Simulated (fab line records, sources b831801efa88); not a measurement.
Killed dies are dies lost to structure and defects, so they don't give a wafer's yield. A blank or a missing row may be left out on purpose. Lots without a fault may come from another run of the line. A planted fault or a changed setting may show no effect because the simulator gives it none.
Which tool did it? | flow gf180mcu | 15 lots, 45 wafers sampled, at 6 steps of a route of 602

WHAT THE GAUGES READ, wafer by wafer
GF_STI_THK_MEAS_30.
lot  | measured    | on            | STI_OXIDATION_02_THK (nm)
L714 | day 2 08:01 | film_metro-04 | 9.94 9.92 9.87
L715 | day 2 11:54 | film_metro-04 | 9.87 10.09 10.09
L716 | day 2 18:47 | film_metro-03 | 10.35 10.34 10.31
L717 | day 2 21:29 | film_metro-03 | 10.25 10.25 10.21
L719 | day 3 08:24 | film_metro-03 | 10.20 9.89 10.12
L720 | day 3 16:11 | film_metro-04 | 10.22 10.29 10.02
L721 | day 4 01:28 | film_metro-01 | 10.46 10.32 10.31
L723 | day 4 08:11 | film_metro-03 | 9.95 10.04 10.04
L727 | day 5 12:29 | film_metro-03 | 9.88 9.97 9.87
L728 | day 5 12:29 | film_metro-01 | 9.97 9.83 9.99
L729 | day 5 21:46 | film_metro-01 | 10.12 10.23 10.09
L730 | day 5 21:46 | film_metro-03 | 9.85 9.89 9.92
L735 | day 6 19:05 | film_metro-04 | 10.05 10.00 9.81
L736 | day 7 00:13 | film_metro-04 | 10.70 10.60 10.41
L737 | day 7 05:47 | film_metro-04 | 10.27 10.24 10.29

GF_NWELL_TW_MEAS_11.
lot  | measured    | on            | NWELL_TW
L714 | day 3 08:49 | film_metro-03 | 1574 1581 1579
L715 | day 3 13:02 | film_metro-01 | 1556 1554 1552
L716 | day 3 20:39 | film_metro-02 | 1538 1541 1535
L717 | day 3 23:10 | film_metro-02 | 1549 1540 1542
L719 | day 4 11:17 | film_metro-01 | 1567 1567 1553
L720 | day 4 17:40 | film_metro-01 | 1560 1569 1563
L721 | day 5 04:36 | film_metro-02 | 1545 1548 1546
L723 | day 5 11:17 | film_metro-02 | 1550 1549 1556
L727 | day 6 18:11 | film_metro-02 | 30 30 29
L728 | day 6 17:50 | film_metro-02 | 30 29 30
L729 | day 7 03:50 | film_metro-02 | 1545 1551 1554
L730 | day 7 03:42 | film_metro-01 | 30 30 30
L735 | day 8 03:14 | film_metro-02 | 1553 1550 1562
L736 | day 8 08:51 | film_metro-02 | 1548 1557 1546
L737 | day 8 13:38 | film_metro-01 | 1556 1556 1561

GF_MVPSD_TW_MEAS_11.
lot  | measured     | on            | MVPSD_TW
L714 | day 5 01:34  | film_metro-01 | 548 543 544
L715 | day 5 03:38  | film_metro-01 | 547 544 540
L716 | day 5 11:59  | film_metro-01 | 549 544 544
L717 | day 5 16:09  | film_metro-01 | 548 545 547
L719 | day 6 04:47  | film_metro-02 | 547 549 546
L720 | day 6 12:52  | film_metro-03 | 558 556 555
L721 | day 6 23:42  | film_metro-02 | 544 547 548
L723 | day 7 07:59  | film_metro-03 | 555 557 555
L727 | day 8 17:50  | film_metro-02 | 548 545 547
L728 | day 8 17:29  | film_metro-02 | 543 543 544
L729 | day 9 04:59  | film_metro-01 | 551 550 550
L730 | day 9 03:32  | film_metro-03 | 553 555 556
L735 | day 10 06:23 | film_metro-02 | 545 544 544
L736 | day 10 13:21 | film_metro-01 | 546 548 547
L737 | day 10 19:47 | film_metro-03 | 554 554 555

WHICH TOOL RAN EACH LOT (tool, then ch and the chambers of the sampled wafers, then the start)
lot  | GF_STI_SOFTBAKE_08               | GF_DNWELL_STRIP_08                  | GF_NWELL_STRIP_10
L714 | litho_track-01 ch 0, day 1 20:05 | plasma_asher-01 ch 0,1, day 2 19:47 | plasma_asher-02 ch 0,1, day 3 08:44
L715 | litho_track-03 ch 0, day 2 01:01 | plasma_asher-04 ch 0,1, day 3 00:04 | plasma_asher-02 ch 0,1, day 3 12:56
L716 | litho_track-01 ch 0, day 2 08:01 | plasma_asher-02 ch 0,1, day 3 07:34 | plasma_asher-02 ch 0,1, day 3 20:33
L717 | litho_track-02 ch 0, day 2 10:35 | plasma_asher-01 ch 0,1, day 3 10:16 | plasma_asher-02 ch 0,1, day 3 23:03
L719 | litho_track-01 ch 0, day 2 22:04 | plasma_asher-01 ch 0,1, day 3 21:46 | plasma_asher-02 ch 0,1, day 4 11:11
L720 | litho_track-01 ch 0, day 3 02:28 | plasma_asher-01 ch 0,1, day 4 04:53 | plasma_asher-02 ch 0,1, day 4 17:35
L721 | litho_track-03 ch 0, day 3 06:23 | plasma_asher-01 ch 0,1, day 4 14:37 | plasma_asher-03 ch 0,1, day 5 04:29
L723 | litho_track-01 ch 0, day 3 17:13 | plasma_asher-04 ch 0,1, day 4 21:22 | plasma_asher-03 ch 0,1, day 5 11:11
L727 | litho_track-02 ch 0, day 4 18:13 | plasma_asher-04 ch 0,1, day 6 03:10 | plasma_asher-02 ch 0,1, day 6 18:05
L728 | litho_track-03 ch 0, day 4 18:34 | plasma_asher-02 ch 0,1, day 6 02:49 | plasma_asher-01 ch 0,1, day 6 17:44
L729 | litho_track-03 ch 0, day 5 00:37 | plasma_asher-04 ch 0,1, day 6 11:40 | plasma_asher-01 ch 0,1, day 7 03:44
L730 | litho_track-03 ch 0, day 5 04:55 | plasma_asher-01 ch 0,1, day 6 11:19 | plasma_asher-03 ch 0,1, day 7 03:36
L735 | litho_track-03 ch 0, day 6 05:40 | plasma_asher-01 ch 0,1, day 7 10:45 | plasma_asher-03 ch 0,1, day 8 03:08
L736 | litho_track-02 ch 0, day 6 11:29 | plasma_asher-01 ch 1, day 7 15:39   | plasma_asher-03 ch 1, day 8 08:44
L737 | litho_track-01 ch 0, day 6 16:57 | plasma_asher-01 ch 0,1, day 7 20:34 | plasma_asher-01 ch 0,1, day 8 13:32
- GF_STI_SOFTBAKE_08: time 61.72 s.
- GF_DNWELL_STRIP_08: strips in O2/N2.
- GF_NWELL_STRIP_10: strips in O2/N2.

WHAT THE TOOLS THEMSELVES READ (means of the sampled wafers that have a number; where no wafer has one, the mark that the record gives instead)
GF_STI_SOFTBAKE_08.
lot  | tool           | exhaust_pa (Pa) | plate_sensor_t_centre_C (C) | plate_sensor_t_edge_C (C)
L714 | litho_track-01 | 45.7            | 131.01                      | 131.21
L715 | litho_track-03 | 44.1            | 131.01                      | 131.21
L716 | litho_track-01 | 44.4            | 131.02                      | 131.21
L717 | litho_track-02 | 44.5            | 131.02                      | 131.20
L719 | litho_track-01 | 44.9            | 131.01                      | 131.22
L720 | litho_track-01 | 44.6            | 131.01                      | 131.20
L721 | litho_track-03 | 45.2            | 131.03                      | 131.21
L723 | litho_track-01 | 44.8            | 131.02                      | 131.22
L727 | litho_track-02 | 44.3            | 131.02                      | 131.20
L728 | litho_track-03 | 45.6            | 131.02                      | 131.21
L729 | litho_track-03 | 45.4            | 131.01                      | 131.20
L730 | litho_track-03 | 44.8            | 131.02                      | 131.21
L735 | litho_track-03 | 45.2            | 131.02                      | 131.22
L736 | litho_track-02 | 45.5            | 131.02                      | 131.20
L737 | litho_track-01 | 45.6            | 131.02                      | 131.21

GF_DNWELL_STRIP_08.
lot  | tool            | chamber_pressure_mTorr (mTorr) | drypump_motor_current_A (A) | heater_power_w (W) | oes_product_au (a.u.) | platen_temp_c (C) | strip_time_to_endpoint_s (s)
L714 | plasma_asher-01 | 1501.1                         | 5.8                         | 344                | 0.721                 | 250.05            | 37.04
L715 | plasma_asher-04 | 1499.4                         | 5.7                         | 309                | 0.722                 | 250.14            | 37.09
L716 | plasma_asher-02 | 1500.5                         | 5.5                         | 349                | 0.719                 | 249.89            | 36.89
L717 | plasma_asher-01 | 1497.5                         | 5.8                         | 352                | 0.725                 | 250.01            | 37.11
L719 | plasma_asher-01 | 1499.3                         | 5.9                         | 348                | 0.722                 | 250.05            | 36.91
L720 | plasma_asher-01 | 1499.5                         | 5.8                         | 350                | 0.721                 | 250.33            | 37.05
L721 | plasma_asher-01 | 1499.6                         | 5.9                         | 344                | 0.721                 | 249.97            | 36.88
L723 | plasma_asher-04 | 1499.9                         | 5.3                         | 321                | 0.722                 | 249.95            | 37.03
L727 | plasma_asher-04 | -                              | -                           | -                  | -                     | -                 | -
L728 | plasma_asher-02 | -                              | -                           | -                  | -                     | -                 | -
L729 | plasma_asher-04 | 1499.6                         | 5.3                         | 324                | 0.729                 | 250.14            | 37.10
L730 | plasma_asher-01 | -                              | -                           | -                  | -                     | -                 | -
L735 | plasma_asher-01 | 1500.5                         | 5.8                         | 345                | 0.720                 | 249.96            | 36.99
L736 | plasma_asher-01 | 1500.5                         | 6.1                         | 349                | 0.723                 | 249.93            | 36.84
L737 | plasma_asher-01 | 1501.2                         | 5.9                         | 349                | 0.719                 | 249.95            | 36.75

GF_NWELL_STRIP_10.
lot  | tool            | chamber_pressure_mTorr (mTorr) | drypump_motor_current_A (A) | heater_power_w (W) | oes_product_au (a.u.) | platen_temp_c (C) | strip_time_to_endpoint_s (s)
L714 | plasma_asher-02 | 1499.8                         | 5.5                         | 350                | 0.718                 | 249.90            | 37.00
L715 | plasma_asher-02 | 1501.2                         | 5.8                         | 332                | 0.724                 | 250.02            | 37.15
L716 | plasma_asher-02 | 1501.1                         | 5.7                         | 331                | 0.724                 | 250.05            | 37.15
L717 | plasma_asher-02 | 1499.3                         | 5.8                         | 331                | 0.724                 | 249.93            | 36.85
L719 | plasma_asher-02 | 1499.4                         | 5.5                         | 348                | 0.723                 | 249.91            | 37.00
L720 | plasma_asher-02 | 1500.5                         | 5.8                         | 332                | 0.722                 | 249.92            | 36.89
L721 | plasma_asher-03 | 1500.5                         | 4.8                         | 328                | 0.722                 | 249.84            | 36.87
L723 | plasma_asher-03 | 1500.0                         | 5.0                         | 328                | 0.720                 | 250.05            | 36.91
L727 | plasma_asher-02 | 1499.4                         | 5.7                         | 328                | 0.743                 | 249.97            | 81.16
L728 | plasma_asher-01 | 1499.8                         | 5.9                         | 349                | 0.737                 | 250.00            | 81.43
L729 | plasma_asher-01 | 1499.7                         | 5.9                         | 346                | 0.724                 | 250.00            | 37.04
L730 | plasma_asher-03 | 1500.9                         | 4.8                         | 309                | 0.739                 | 249.90            | 81.40
L735 | plasma_asher-03 | 1500.6                         | 5.0                         | 310                | 0.722                 | 250.04            | 36.90
L736 | plasma_asher-03 | 1500.6                         | 5.2                         | 309                | 0.722                 | 249.95            | 36.89
L737 | plasma_asher-01 | 1501.1                         | 5.9                         | 348                | 0.724                 | 250.08            | 36.93

THE ANSWER, worked out from the rows above alone
Rule: what is usual is taken from the lots themselves. Put in order of their means at a reading, lots are off if they are a third of the lots or fewer, leave a main group of 4 or more, and stand apart from it by a gap of 3 or more times the standard deviation of the main group's means; of several such gaps the widest counts. A main group whose means are all the same, to the digits that the tables above print for the reading, isn't used. A lot without any number at a reading at which 4 lots or more have one is off too. The other lots that the step has rows for count as sound. The gauges are gone through in route order, then the tools' own readings, and for those a lot's mean is taken as printed above. The first step at which some lot is off is used, and at that step the reading that is off furthest; a lot without a number counts as furthest.
Off: L727, L728, L730, at GF_NWELL_TW_MEAS_11 (NWELL_TW). The main group: mean 1554, standard deviation 10.
A tool fits if, at a process step before that reading, it ran every lot that is off, and no sound lot after the first of them. The gauges at GF_NWELL_TW_MEAS_11 aren't tried: what is off there is off at GF_DNWELL_STRIP_08 too, on other tools, and a gauge's error can't cause that. None of those tried fits.

WHAT THE SIMULATOR HAD PUT IN
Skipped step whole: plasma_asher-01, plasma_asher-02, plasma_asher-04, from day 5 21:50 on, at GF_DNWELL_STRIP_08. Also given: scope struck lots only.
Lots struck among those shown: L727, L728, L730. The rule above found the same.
